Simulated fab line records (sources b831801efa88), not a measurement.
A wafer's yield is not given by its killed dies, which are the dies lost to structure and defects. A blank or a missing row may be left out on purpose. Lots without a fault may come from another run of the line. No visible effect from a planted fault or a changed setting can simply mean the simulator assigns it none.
fab line records	flow sky130
[record] lots = 14	wafers = 41	lastDay = 50
route steps=708 shown CONTACT@430 VIA3@587
lots that met no fault: taken from a fault-free run of the same line
startH: hours from the record's opening day to when the first of the lot's shown wafers began	waitH: hours elapsed since this lot's preceding step	" as in the row above	L1.1+2: several wafers, shown together as one row	- no value present, or no start provided	* or withheld: withheld	< > ~ a bound
route shown NAME@n: a module of which the file shows steps, and the number in the route of the first	usual: mean/standard deviation taken from wafers without a fault	same: alike in all rows	chamber/n: place in a boat	sites: readings site by site	_std_site: the standard deviation of these	_edge_site: mean of outer sites minus mean of inner sites	radiusMm: for every site, how far away it sits from the centre of the wafer	mask NAME#n: copy n	behind: the most recent tool/chamber to have shaped the wafer	hold: reason for holding the lot/hours on hold/outcome of the hold	device: transistor that didn't switch, given as n, p or np	end of line: the tests these same wafers got at the end of their route	where a step has no rows: the recipe by itself	killed: dies lost to structure and defects at the first sort, not the wafer's yield	map: the dies of a wafer, with x for killed, . for not killed, _ for no die there
set.NAME: the setting the step ran with; set.NAME@STEP: the setting that earlier step ran with	model.NAME: the simulator's own value behind a step, which no gauge read
steps of the route over a sample of lots; a table a step, a row a wafer
services: when a tool's chamber went out of use (startH, in hours from the record's first day, below 0 if earlier), for how many hours, and the reason
[[steps]]
[step SKY_CONTACT_CVD_24]
[recipe] material = W	targetThkNm = 340	timeS = 102.12	tempC = 400	pressureTorr = 40
[usual] heaterPowerW = 827/91	susceptorTempC = 399.98/0.21
[same] timeS = 102.12
lot.wafer	tool	chamber	startH	waitH	heaterPowerW	susceptorTempC
L310.1	cvdW-02	1	745.55	0.0	826	400.30
L310.2	"	0	"	"	950	400.03
L310.6	"	1	"	"	778	400.12
L312.1	cvdW-02	0	756.75	0.0	924	400.12
L312.4	"	0	"	"	924	400.09
L312.6	"	0	"	"	932	400.14
L313.2	cvdW-02	1	771.86	0.0	786	400.00
L313.3	"	1	"	"	801	399.84
L313.4	"	0	"	"	923	399.87
L315.1	cvdW-01	0	794.18	0.0	698	399.88
L315.4	"	0	"	"	722	400.28
L315.6	"	0	"	"	678	399.98
L316.1	cvdW-02	1	802.78	0.0	776	399.98
L316.4	"	1	"	"	799	399.69
L316.6	"	1	"	"	787	399.96
L317.1	cvdW-02	1	811.13	0.0	785	400.27
L317.2	"	0	"	"	942	399.65
L317.5	"	0	"	"	955	399.71
L321.1	cvdW-01	0	835.75	0.0	675	400.11
L321.4	"	0	"	"	732	399.87
L321.6	"	0	"	"	709	399.83
L324.1	cvdW-01	0	857.35	0.0	709	399.88
L324.2	"	1	"	"	898	399.76
L324.3	"	1	"	"	882	399.86
L325.2	cvdW-01	1	863.74	0.0	912	400.11
L325.4	"	0	"	"	716	399.92
L325.6	"	1	"	"	870	399.88
L326.3	cvdW-02	0	869.48	0.1	934	399.79
L326.6	"	0	"	"	949	400.01
L327.4	cvdW-02	1	876.44	0.1	800	400.12
L327.5	"	1	"	"	812	400.20
L327.6	"	0	"	"	950	399.77
L329.1	cvdW-01	0	882.83	0.0	714	399.99
L329.4	"	1	"	"	871	400.01
L329.5	"	0	"	"	703	399.98
L331.2	cvdW-01	1	898.61	0.0	865	399.90
L331.4	"	1	"	"	905	400.11
L331.5	"	0	"	"	703	399.98
L332.1	cvdW-01	0	908.25	0.0	699	399.83
L332.3	"	0	"	"	692	400.06
L332.6	"	0	"	"	723	400.19
[step SKY_CONTACT_CMP_27]
[recipe] stopOn = SiO2	tOverpolishS = 15	downForcePsi = 3.5	platenRpm = 60	targetThkNm = 0	padVelocityMS = 0.94248
[usual] motorCurrentA = 10.2/0.83	overpolishRunS = 15.001/0.0096	slurryFlowMlMin = 150.0/0.45	timeToEndpointS = 83/4
lot.wafer	tool	chamber	startH	waitH	motorCurrentA	overpolishRunS	slurryFlowMlMin	timeToEndpointS
L310.2	cmp-01	0	745.94	0.1	9.0	15.002	149.9	79
L310.1	"	1	"	"	9.5	15.011	149.7	87
L310.6	"	2	"	"	9.4	15.009	150.1	82
L312.4	cmp-02	0	757.04	0.0	8.9	14.996	150.1	86
L312.1	"	3	"	"	10.7	15.023	150.0	82
L312.6	"	1	"	"	11.6	14.985	150.7	85
L313.4	cmp-02	3	772.20	0.1	10.1	15.003	150.7	79
L313.2	"	0	"	"	8.7	14.989	149.9	81
L313.3	"	1	"	"	11.6	14.998	150.1	84
L315.4	cmp-02	3	794.95	0.5	10.6	15.002	150.3	79
L315.1	"	1	"	"	11.7	15.014	149.8	82
L315.6	"	2	"	"	10.4	15.004	149.8	75
L316.4	cmp-01	1	803.07	0.0	10.3	15.008	150.0	90
L316.1	"	0	"	"	8.9	14.998	149.2	80
L316.6	"	1	"	"	10.9	14.987	150.0	91
L317.1	cmp-02	2	811.42	0.1	10.1	14.993	150.6	78
L317.2	"	1	"	"	11.3	15.017	149.5	82
L317.5	"	2	"	"	10.3	15.018	149.5	79
L321.4	cmp-02	2	836.09	0.1	10.7	15.013	149.9	76
L321.1	"	3	"	"	10.2	14.983	150.6	79
L321.6	"	1	"	"	11.9	15.022	150.2	85
L324.3	cmp-02	2	857.64	0.0	10.3	15.007	150.5	79
L324.1	"	3	"	"	10.4	14.982	150.1	82
L324.2	"	1	"	"	11.3	15.012	150.3	86
L325.4	cmp-01	2	864.03	0.0	10.2	15.002	150.5	84
L325.2	"	0	"	"	9.1	14.995	149.7	83
L325.6	"	3	"	"	9.8	15.021	149.8	90
L326.3	cmp-02	1	869.88	0.2	11.7	14.996	150.3	82
L326.6	"	3	"	"	9.5	15.001	149.8	80
L327.4	cmp-02	1	876.84	0.2	11.3	15.008	149.6	86
L327.6	"	2	"	"	9.6	14.995	149.9	78
L327.5	"	3	"	"	10.0	14.981	150.3	84
L329.1	cmp-01	0	883.17	0.1	9.2	14.999	150.1	86
L329.4	"	2	"	"	9.9	14.999	148.6	84
L329.5	"	3	"	"	10.4	15.006	150.6	91
L331.4	cmp-02	2	898.95	0.1	10.5	15.001	150.1	80
L331.2	"	3	"	"	10.7	14.988	149.8	78
L331.5	"	1	"	"	11.5	14.998	149.5	86
L332.3	cmp-02	1	908.75	0.1	11.7	14.999	149.9	86
L332.1	"	2	"	"	10.4	15.010	149.3	80
L332.6	"	3	"	"	11.0	14.994	149.0	84
[step SKY_VIA3_ETCH_14]
[recipe] chemistry = N2/H2	target = BARC	ionEnergyEv = 200	sourceW = 500	biasW = 100	pressureMtorr = 30	n2FlowSccm = 100	h2FlowSccm = 200	stopOn = SiO2	timeS = 45.9	targetDepthA = 600
[usual] drypumpMotorCurrentA = 5.8/0.47	oesProductAu = 0.855/0.0049	runLengthS = 74.0/0.42	throttleValvePct = 13.224/0.0086
lot.wafer	tool	chamber	startH	waitH	drypumpMotorCurrentA	oesProductAu	rfHoursCounterH	runLengthS	throttleValvePct
L310.1	rieDiel-02	3	937.62	0.0	6.6	0.860	6	73.7	13.228
L310.2	"	2	"	"	5.5	0.862	12	73.4	13.217
L310.6	"	1	"	"	5.6	0.859	-	74.2	13.215
L312.1	rieDiel-01	3	947.07	0.0	6.1	0.855	22	74.4	13.222
L312.4	"	0	"	"	5.2	0.858	0	73.7	13.222
L312.6	"	2	"	"	6.1	0.856	-	73.9	13.226
L313.2	rieDiel-01	2	960.57	0.0	6.0	0.851	8	73.9	13.243
L313.3	"	0	"	"	5.2	0.850	1	73.5	13.222
L313.4	"	1	"	"	6.2	0.858	16	74.3	13.230
L315.1	rieDiel-01	2	982.42	0.0	6.1	0.853	9	74.1	13.249
L315.4	"	1	"	"	6.2	0.861	-	74.4	13.219
L315.6	"	2	"	"	6.1	0.847	-	73.9	13.210
L316.1	rieDiel-02	2	992.82	0.0	5.5	0.858	14	73.3	13.220
L316.4	"	3	"	"	6.7	0.851	8	73.3	13.232
L316.6	"	1	"	"	5.6	0.853	-	74.1	13.223
L317.1	rieDiel-01	0	997.82	0.0	5.2	1.029	2	62.7	13.235
L317.2	"	2	"	"	6.1	1.006	9	63.8	13.239
L317.5	"	2	"	"	6.1	1.016	-	62.8	13.241
L321.1	rieDiel-01	3	1019.07	0.0	6.1	1.005	24	63.6	13.257
L321.4	"	0	"	"	5.2	1.019	3	62.6	13.225
L321.6	"	3	"	"	6.1	1.012	-	63.8	13.246
L324.1	rieDiel-04	2	1040.07	0.0	5.6	0.856	23	73.9	13.233
L324.2	"	3	"	"	4.7	0.845	7	74.0	13.228
L324.3	"	1	"	"	6.1	0.855	16	73.9	13.215
L325.2	rieDiel-04	0	1044.32	0.0	6.2	0.858	5	73.4	13.237
L325.4	"	3	"	"	4.7	0.849	7	73.8	13.207
L325.6	"	1	"	"	6.1	0.853	-	73.6	13.216
L326.3	rieDiel-02	0	1048.70	0.0	5.7	0.856	23	74.1	13.225
L326.6	"	0	"	"	5.7	0.858	-	74.7	13.214
L327.4	rieDiel-04	1	1053.00	0.0	6.1	0.850	16	73.6	13.236
L327.5	"	1	"	"	6.1	0.852	-	73.7	13.225
L327.6	"	0	"	"	6.2	0.849	-	73.5	13.237
L329.1	rieDiel-02	3	1058.92	0.0	6.6	0.855	10	73.3	13.216
L329.4	"	2	"	"	5.5	0.860	16	73.4	13.223
L329.5	"	0	"	"	5.7	0.852	-	74.7	13.226
L331.2	rieDiel-04	3	1074.57	0.0	4.7	0.847	8	74.1	13.229
L331.4	"	0	"	"	6.2	0.863	6	73.5	13.227
L331.5	"	2	"	"	5.6	0.852	-	73.9	13.230
L332.1	rieDiel-02	3	1077.67	0.0	6.6	0.853	11	73.3	13.217
L332.3	"	0	"	"	5.7	0.853	24	74.6	13.226
L332.6	"	2	"	"	5.5	0.847	-	73.5	13.220
[step SKY_VIA3_STRIP_16]
[recipe] chemistry = O2/N2	powerW = 1400	pressureMtorr = 1500	platenTempC = withheld	o2FlowSccm = 3000	n2FlowSccm = 300	overashFraction = 0.5
[usual] drypumpMotorCurrentA = 5.9/0.35	oesProductAu = 0.402/0.0045	stripTimeToEndpointS = 4.12/0.034
lot.wafer	tool	chamber	startH	waitH	drypumpMotorCurrentA	oesProductAu	rfHoursCounterH	stripTimeToEndpointS
L310.1	plasmaAsher-04	0	937.72	0.0	5.9	0.402	78	4.09
L310.2	"	1	"	"	6.4	0.403	78	4.09
L310.6	"	0	"	"	5.9	0.401	-	4.12
L312.1	plasmaAsher-04	1	947.17	0.0	6.4	0.400	79	4.10
L312.4	"	1	"	"	6.4	0.410	-	4.08
L312.6	"	1	"	"	6.4	0.401	-	4.06
L313.2	plasmaAsher-04	1	960.67	0.0	6.5	0.398	81	4.10
L313.3	"	0	"	"	5.9	0.397	-	4.09
L313.4	"	1	"	"	6.5	0.403	-	4.10
L315.1	plasmaAsher-04	1	982.52	0.0	6.4	0.409	83	4.12
L315.4	"	1	"	"	6.4	0.405	-	4.13
L315.6	"	1	"	"	6.5	0.403	-	4.11
L316.1	plasmaAsher-03	1	992.92	0.0	5.5	0.401	120	4.11
L316.4	"	1	"	"	5.5	0.404	-	4.10
L316.6	"	0	"	"	5.5	0.397	-	4.09
L317.1	plasmaAsher-02	0	997.92	0.0	5.7	0.404	55	4.23
L317.2	"	1	"	"	6.3	0.408	55	4.26
L317.5	"	1	"	"	6.3	0.409	-	4.26
L321.1	plasmaAsher-02	1	1019.17	0.0	6.3	0.403	57	4.21
L321.4	"	1	"	"	6.3	0.416	-	4.19
L321.6	"	0	"	"	5.7	0.402	-	4.24
L324.1	plasmaAsher-03	0	1040.17	0.0	5.5	0.412	126	4.14
L324.2	"	1	"	"	5.5	0.399	126	4.21
L324.3	"	1	"	"	5.5	0.406	-	4.18
L325.2	plasmaAsher-04	0	1044.42	0.0	5.9	0.405	87	4.11
L325.4	"	1	"	"	6.5	0.403	-	4.23
L325.6	"	1	"	"	6.5	0.402	-	4.18
L326.3	plasmaAsher-04	0	1048.83	0.1	5.9	0.398	-	4.14
L326.6	"	1	"	"	6.5	0.402	-	4.13
L327.4	plasmaAsher-02	1	1053.13	0.1	6.3	0.406	-	4.14
L327.5	"	0	"	"	5.7	0.404	-	4.14
L327.6	"	1	"	"	6.3	0.395	-	4.08
L329.1	plasmaAsher-04	0	1059.02	0.0	5.9	0.397	90	4.11
L329.4	"	0	"	"	5.9	0.404	-	4.13
L329.5	"	1	"	"	6.5	0.392	-	4.10
L331.2	plasmaAsher-04	1	1074.67	0.0	6.4	0.393	91	4.23
L331.4	"	1	"	"	6.5	0.401	-	4.12
L331.5	"	0	"	"	5.9	0.394	-	4.12
L332.1	plasmaAsher-02	0	1077.77	0.0	5.7	0.399	64	4.13
L332.3	"	0	"	"	5.7	0.411	-	4.11
L332.6	"	1	"	"	6.3	0.406	-	4.18
[step SKY_VIA3_RS_MEAS_22]
[recipe] thkMeasGauge = four-point-probe	reads = W_of_VIA3_CVD_21+TiN_of_VIA3_SPUTTER_20
[usual] VIA3_W_RS = 0.293/0.0034
lot.wafer	tool	chamber	startH	waitH	VIA3_W_RS[ohm/sq]
L310.1	filmMetro-01	-	938.50	0.1	0.293
L310.2	"	-	"	"	0.293
L310.6	"	-	"	"	0.292
L312.1	filmMetro-04	-	947.94	0.1	0.294
L312.4	"	-	"	"	0.290
L312.6	"	-	"	"	0.290
L313.2	filmMetro-04	-	961.51	0.1	0.299
L313.3	"	-	"	"	0.295
L313.4	"	-	"	"	0.298
L315.1	filmMetro-03	-	983.36	0.1	0.301
L315.4	"	-	"	"	0.294
L315.6	"	-	"	"	0.295
L316.1	filmMetro-03	-	993.70	0.1	0.296
L316.4	"	-	"	"	0.294
L316.6	"	-	"	"	0.296
L317.1	filmMetro-03	-	998.73	0.1	0.290
L317.2	"	-	"	"	0.286
L317.5	"	-	"	"	0.292
L321.1	filmMetro-03	-	1019.99	0.1	0.295
L321.4	"	-	"	"	0.295
L321.6	"	-	"	"	0.299
L324.1	filmMetro-04	-	1040.95	0.1	0.298
L324.2	"	-	"	"	0.300
L324.3	"	-	"	"	0.298
L325.2	filmMetro-03	-	1045.23	0.1	0.295
L325.4	"	-	"	"	0.294
L325.6	"	-	"	"	0.295
L326.3	filmMetro-03	-	1049.61	0.1	0.286
L326.6	"	-	"	"	0.293
L327.4	filmMetro-03	-	1054.02	0.1	0.299
L327.5	"	-	"	"	0.292
L327.6	"	-	"	"	0.295
L329.1	filmMetro-03	-	1059.80	0.1	0.289
L329.4	"	-	"	"	0.292
L329.5	"	-	"	"	0.289
L331.2	filmMetro-03	-	1075.47	0.1	0.291
L331.4	"	-	"	"	0.294
L331.5	"	-	"	"	0.293
L332.1	filmMetro-01	-	1078.55	0.1	0.293
L332.3	"	-	"	"	0.291
L332.6	"	-	"	"	0.294
[[services]]
tool	chamber	startH	hours	kind
cmp-02	-	726.80	1.8	repair
cmp-02	-	740.83	0.3	repair
cmp-02	-	744.43	4.0	pm
cvdW-01	1	748.81	12.5	repair
cvdW-02	1	804.34	5.6	repair
cmp-02	-	819.99	0.2	repair
cmp-02	-	827.00	2.4	repair
cmp-02	-	853.19	2.0	repair
cvdW-01	1	899.43	21.8	repair
cvdW-02	-	904.00	14.0	pm
plasmaAsher-04	-	910.00	14.6	pm
cmp-02	-	913.47	5.6	repair
cvdW-02	-	918.00	2.8	pm
cvdW-02	0	945.88	14.0	repair
cmp-02	-	951.15	3.5	pm
cmp-02	-	957.42	3.9	repair
cvdW-01	-	966.35	0.6	repair
cvdW-02	0	967.15	2.7	repair
cmp-02	-	983.37	6.4	pm
cmp-02	-	1005.42	0.3	repair
plasmaAsher-04	-	1012.14	22.7	repair
cvdW-01	-	1054.02	1.3	repair
cvdW-01	0	1062.37	4.0	repair
cmp-02	-	1076.81	7.2	repair
[[key]]
[firstSign] step = SKY_VIA3_ETCH_14	reading = oesProductAu	direction = up	sigmas = 33	usual = 0.855	struck = 1.015
[effect] step = SKY_VIA3_ETCH_14	reading = runLengthS	direction = down	sigmas = 26	usual = *	struck = *
[effect] step = SKY_VIA3_STRIP_16	reading = stripTimeToEndpointS	direction = up	sigmas = 3.1	usual = *	struck = *
metAt SKY_VIA3_ETCH_14
struckLots L317,L321
sortLeftOut L317.1,L317.2,L317.5,L321.1,L321.4,L321.6
testerLeftOut L321
notActingAt SKY_CONTACT_CVD_24,SKY_CONTACT_CMP_27,SKY_VIA3_RS_MEAS_22
onsetBetween 982.42 997.82
[earlierFault] kind = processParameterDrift	tool = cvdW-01	chamber = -	onsetH = 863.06	steps = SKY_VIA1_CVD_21	channel = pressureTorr	offset = 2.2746	shape = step	actsIn = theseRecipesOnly	stated = 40
[earlierFault] kind = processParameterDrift	tool = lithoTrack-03	chamber = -	onsetH = 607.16	steps = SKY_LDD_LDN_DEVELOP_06	channel = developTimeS	offset = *	shape = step	endH = 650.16	actsIn = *	stated = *
[fault] kind = processParameterDrift	tool = rieDiel-01	chamber = -	onsetH = 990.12	steps = SKY_VIA3_ETCH_14	channel = timeS	offset = *	shape = step	actsIn = *	stated = *
// testerLeftOut: of these lots the tester's yield and bins aren't shown, on N5 and GAA mostly nor the transistor test; their killed dies are dies lost to structure and defects alone, not to doping, threshold or leakage, so they don't give the yield
// sortLeftOut: the simulated sort isn't trusted on such a fault, so these wafers' sort isn't shown, and their yield isn't known
